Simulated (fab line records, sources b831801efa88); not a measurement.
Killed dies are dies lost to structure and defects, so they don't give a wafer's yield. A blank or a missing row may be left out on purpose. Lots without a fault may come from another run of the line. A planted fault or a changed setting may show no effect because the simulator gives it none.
One fault seen from 2 desks | flow sky130 | each desk has only its own numbers; what lay behind them comes last

THE METROLOGY DESK
What the gauges read, lot by lot, whatever tool the lot ran on: means of the sampled wafers that have a number. A lot is out of limits, marked OUT, if its mean lies more than 4 standard deviations from the usual mean; the brackets give that distance.
Columns: A = CAPM_CVD_00_THK at SKY_CAPM_THK_MEAS_01, usual 15.46 nm
lot  | first seen here | A
L803 | day 36 21:21    | 15.58
L804 | day 37 02:07    | 15.64
L805 | day 37 11:32    | 15.85
L806 | day 37 19:40    | 15.60
L809 | day 38 20:49    | 15.35
L810 | day 39 04:08    | 15.37
L819 | day 41 11:41    | 15.56
L821 | day 42 03:33    | 15.52
L822 | day 42 12:30    | 15.34
L823 | day 42 18:20    | 15.40
L824 | day 43 06:55    | 15.18
L825 | day 43 10:45    | 15.65
This desk's finding: nothing out of limits on any of the 12 lots.

THE TOOL OWNER'S DESK: rie_metal-02
The tool's own readings at SKY_CAP2M_METAL_ETCH_13 (etches TiN in Cl2/BCl3, stops on SiO2, target depth 220 nm, time 62.9 s): means of the sampled wafers that have a number, for each lot that ran on this tool. A lot is out of limits, marked OUT, if its mean lies more than 4 standard deviations from the usual mean; the brackets give that distance.
Columns: A = bcl3_flow_sccm at SKY_CAP2M_METAL_ETCH_13, usual 30.01 sccm; B = chamber_pressure_mTorr at SKY_CAP2M_METAL_ETCH_13, usual 10.001 mTorr; C = drypump_motor_current_A at SKY_CAP2M_METAL_ETCH_13, usual 5.8 A; D = oes_product_au at SKY_CAP2M_METAL_ETCH_13, usual 0.941 a.u.; E = throttle_valve_pct at SKY_CAP2M_METAL_ETCH_13, usual 21.900 %
lot  | first seen here | A     | B                | C   | D     | E
L803 | day 41 04:31    | 29.99 | 10.004           | 5.5 | 0.942 | 21.902
L804 | day 41 11:44    | 29.99 | 10.000           | 5.7 | 0.940 | 21.894
L806 | day 42 02:12    | 30.02 | 10.001           | 5.7 | 0.936 | 21.902
L809 | day 43 01:43    | 29.97 | 10.667 (+72) OUT | 5.8 | 0.939 | 21.898
L810 | day 43 06:57    | 29.99 | 10.663 (+72) OUT | 5.7 | 0.954 | 21.888
L824 | day 47 01:25    | 30.08 | 10.001           | 5.3 | 0.939 | 21.898
L825 | day 47 04:31    | 30.02 | 10.004           | 5.8 | 0.950 | 21.891
This desk's finding: out of limits on L809, L810; first on L809, day 43 01:43 (chamber_pressure_mTorr at SKY_CAP2M_METAL_ETCH_13). In limits: L803, L804, L806, L824, L825.

PUT TOGETHER
The tool owner's desk could have raised an alarm at day 43 01:43, on L809, L810.
The metrology desk saw nothing out of limits.
The metrology desk has L809, L810 on record, within its limits.
Of the lots named, all ran SKY_CAP2M_METAL_ETCH_13 on rie_metal-02.

WHAT THE SIMULATOR HAD PUT IN
Process parameter drift: rie_metal-02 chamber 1, from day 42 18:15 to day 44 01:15, at SKY_CAP2M_METAL_ETCH_13. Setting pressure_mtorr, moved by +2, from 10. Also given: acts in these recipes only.
Lots struck among those shown: L809, L810.
Hours from the fault's start to each desk's first reading out of limits: the tool owner's desk, 7.
